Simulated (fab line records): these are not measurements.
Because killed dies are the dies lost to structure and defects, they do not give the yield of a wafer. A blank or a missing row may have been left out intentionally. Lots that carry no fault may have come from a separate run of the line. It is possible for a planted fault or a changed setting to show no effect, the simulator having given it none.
Code-filled problem report in 8D (eight disciplines) form || flow sfq_line || the parts of the form that need people (team, actions taken, sign-off) are left out

== 1. PROBLEM STATEMENT ==
Wafers without a fault read 29.998 mTorr, standard deviation 0.026; chamber_pressure_mTorr at SFQ_TRILAYER_I2_VIA_BARC_OPEN_VIA_ETCH_096 reads a mean of 35.998 mTorr on 9 wafers belonging to 3 lots. That is +99 or more standard deviations from the usual mean.
The step: etches BARC in O2, target depth 125 nm, time 41.7 s.
First observed at day 26 01:00: wafer L472.1, on rie_diel-04. At this step, 45 wafers from 15 lots have a number in the record. Rule for "out", or "out of limits": more than 4 standard deviations from the usual mean. All remaining wafers that have a number are taken as sound.

== 2. WHAT THIS IS AND IS NOT ==
{"question": "which readings at this step", "is": "chamber_pressure_mTorr", "is not": "drypump_motor_current_A"}
{"question": "which lots", "is": "L472, L473, L474", "is not": "L463, L464, L465, L466, L467, L480, L481, L482, L483, L484, L485, L486"}
{"question": "which wafers of those lots", "is": "all that have a number", "is not": "-"}
{"question": "read on which tools", "is": "rie_diel-04", "is not": "rie_diel-01, rie_diel-02"}
{"question": "when", "is": "from day 26 01:00", "is not": "up to then (15 sound wafers); but 21 sound wafers of L480, L481, L482, L483, L484, L485, L486 came after"}

== 3. WHAT RULES OUT EACH SUSPECT ==
Counting: a tool at a process step up to the reading stays a suspect if it ran every lot that is out and no sound lot after the first of them.
- rie_diel-04 at SFQ_TRILAYER_I2_VIA_BARC_OPEN_VIA_ETCH_096 (etches BARC in O2, target depth 125 nm, time 41.7 s): ruled out as a lasting fault. Following L472 (day 26 01:00), the first lot on it that is out, the sound lots L485, L486 were run on it.
Left after counting: nothing in the record.

== 4. THE CAUSE (what the simulator had put in) ==
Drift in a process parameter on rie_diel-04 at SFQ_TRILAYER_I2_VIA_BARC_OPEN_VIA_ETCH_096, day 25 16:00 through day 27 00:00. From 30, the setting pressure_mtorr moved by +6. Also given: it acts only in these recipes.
Counting ruled it out, wrongly.

== 5. THE CHAIN OF EFFECTS, in route order ==
Rows list readings where the struck wafers' mean (over those with a number) sits beyond 3 standard deviations from the usual. Only readings for which the record gives a usual standard deviation are gone through. hours: the time from each lot's start at the first step in this table that gives one to its start at this step, as a median over the lots. sigmas: the change in usual standard deviations.
{"hours": 0, "step": "SFQ_TRILAYER_I2_VIA_BARC_OPEN_VIA_ETCH_096", "reading": "chamber_pressure_mTorr", "usual": "29.998 mTorr", "on struck wafers": 35.998, "change": "+6.000", "sigmas": "+99 or more"}
It contains these process steps:
- SFQ_TRILAYER_I2_VIA_BARC_OPEN_VIA_ETCH_096: etches BARC in O2, target depth 125 nm, time 41.7 s.

== 6. HOW IT WOULD HAVE BEEN CAUGHT EARLIER ==
The fault began at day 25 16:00; the first out-of-limits reading in this record came at day 26 01:00, 9 hours later.
